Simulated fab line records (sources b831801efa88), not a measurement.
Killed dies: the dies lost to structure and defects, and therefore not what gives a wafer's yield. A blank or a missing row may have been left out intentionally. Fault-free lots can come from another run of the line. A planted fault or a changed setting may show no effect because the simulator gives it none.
One fault seen from 2 desks | flow sky130 | numbers are kept per desk, each desk with only its own; the story behind them comes last

FOR THE TOOL OWNER'S DESK: hdpcvd-01
The tool's own readings at SKY_VIA4_HDPCVD_00 (deposits SiO2, target thk 1750 nm, time 291.7 s): means of the sampled wafers that have a number, for each lot that ran on this tool. A lot is out of limits, marked OUT, if its mean lies more than 4 standard deviations from the usual mean; the brackets give that distance.
Columns: A = sih4-flow-sccm at SKY_VIA4_HDPCVD_00, usual 60.00 sccm
lot  | first seen here | A
L291 | day 41 12:49    | 60.07
L292 | day 42 00:01    | 60.01
L293 | day 42 04:40    | 59.94
L295 | day 42 19:57    | 60.10
L299 | day 44 02:08    | 59.91
L301 | day 44 15:08    | 59.99
L307 | day 46 06:04    | 60.00
L311 | day 46 23:53    | 70.15 (+60) OUT
L312 | day 47 01:26    | 69.94 (+58) OUT
This desk finds L311, L312 out of limits, L311 being first, at day 46 23:53 (sih4-flow-sccm at SKY_VIA4_HDPCVD_00). In limits: L291, L292, L293, L295, L299, L301, L307.

AT THE METROLOGY DESK
What the gauges read, lot by lot, whatever tool the lot ran on: means of the sampled wafers that have a number. A lot is out of limits, marked OUT, if its mean lies more than 4 standard deviations from the usual mean; the brackets give that distance.
Columns: A = VIA4_HDPCVD_THK at SKY_VIA4_THK_MEAS_01, usual 1744 nm
lot  | first seen here | A
L291 | day 41 13:01    | 1763
L292 | day 42 00:11    | 1759
L293 | day 42 04:56    | 1756
L294 | day 42 05:35    | 1743
L295 | day 42 20:04    | 1750
L297 | day 43 19:53    | 1733
L298 | day 44 00:33    | 1740
L299 | day 44 02:19    | 1745
L301 | day 44 15:19    | 1748
L302 | day 44 17:24    | 1737
L307 | day 46 06:16    | 1758
L311 | day 47 00:04    | 2047 (+19) OUT
L312 | day 47 01:37    | 2031 (+18) OUT
L314 | day 47 19:51    | 1761
This desk's finding: out of limits on L311, L312; first on L311, day 47 00:04 (VIA4_HDPCVD_THK at SKY_VIA4_THK_MEAS_01). In limits: L291, L292, L293, L294, L295, L297, L298, L299, L301, L302, L307, L314.

ALL TOGETHER
At day 46 23:53, on L311, L312, the tool owner's desk was in a position to raise an alarm.
Metrology desk: alarm possible at day 47 00:04 on L311, L312.
Every lot named ran SKY_VIA4_HDPCVD_00 on hdpcvd-01.

WHAT THE SIMULATOR HAD INSERTED
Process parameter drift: hdpcvd-01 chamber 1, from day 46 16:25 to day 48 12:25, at SKY_VIA4_HDPCVD_00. From 60, the setting sih4-flow-sccm moved by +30. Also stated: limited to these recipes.
Shown lots that were struck: L311, L312.
Hours from the fault's start to each desk's first reading out of limits: the tool owner's desk, 7; the metrology desk, 8.
